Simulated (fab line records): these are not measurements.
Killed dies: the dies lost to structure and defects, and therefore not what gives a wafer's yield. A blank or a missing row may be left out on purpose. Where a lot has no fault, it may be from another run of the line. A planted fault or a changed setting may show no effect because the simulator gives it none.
Matching of chambers ; flow gf180mcu ; GF_V3_CMP_04 on cmp-02: 4 sister chambers
The step polishes SiO2. 14 wafers are shown with their chamber, then 7 later ones without.

== EACH WAFER AND ITS CHAMBER ==
wafer;chamber;motor-current-A (A);time-to-endpoint-s (s);slurry-filter-dp-kPa (kPa)
L075.1;0;10.5;82;13.31
L075.2;3;12.4;82;13.58
L075.3;1;15.1;81;13.01
L075.4;2;13.2;89;13.39
L075.5;2;12.4;89;13.70
L075.6;1;14.6;88;13.56
L077.1;1;14.4;87;13.39
L077.2;3;12.7;81;13.56
L077.3;0;11.1;84;13.41
L079.1;3;13.3;76;13.51
L079.3;1;15.2;81;13.41
L079.6;3;12.6;78;13.79
L086.2;2;13.2;87;13.55
L086.3;3;12.8;81;13.49

SIGNATURES (means of the wafers above)
reading;chamber 0;chamber 1;chamber 2;chamber 3;scatter within a chamber
motor-current-A;10.800;14.825;12.933;12.760;0.388
time-to-endpoint-s;83.00;84.25;88.33;79.60;2.69
slurry-filter-dp-kPa;13.3600;13.3425;13.5467;13.5860;0.166
Rule: for a wafer and a chamber, the distance is found by dividing, reading by reading, the gap between the wafer's reading and the chamber's mean by the reading's scatter, squaring, summing and taking the root. If the next closest chamber is less than 2 further off than the closest, the wafer can't be placed; otherwise it belongs to the closest. The scatter: take each reading less its chamber's mean, square it, sum over the shown wafers, divide by the number of wafers less the number of chambers, and take the root.

== WAFERS WHOSE CHAMBER IS MISSING ==
wafer;motor-current-A (A);time-to-endpoint-s (s);slurry-filter-dp-kPa (kPa)
L086.6;12.4;85;13.51
L091.3;14.1;85;13.44
L091.4;12.8;82;13.65
L091.5;10.5;84;13.51
L095.2;14.3;81;13.51
L095.3;12.7;74;13.42
L095.5;12.7;78;13.53

== CHAMBER TAKEN BY EACH ==
wafer;from the rows above;in truth
L086.6;can't be placed: 2 or 3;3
L091.3;can't be placed: 1 or 2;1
L091.4;can't be placed: 3 or 2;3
L091.5;0;0
L095.2;can't be placed: 1 or 3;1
L095.3;3;3
L095.5;3;3
3 of 7 placed correctly. Cannot be placed on the basis of these rows: 4; the candidates contain the true chamber in 4. Placed wrongly: 0.
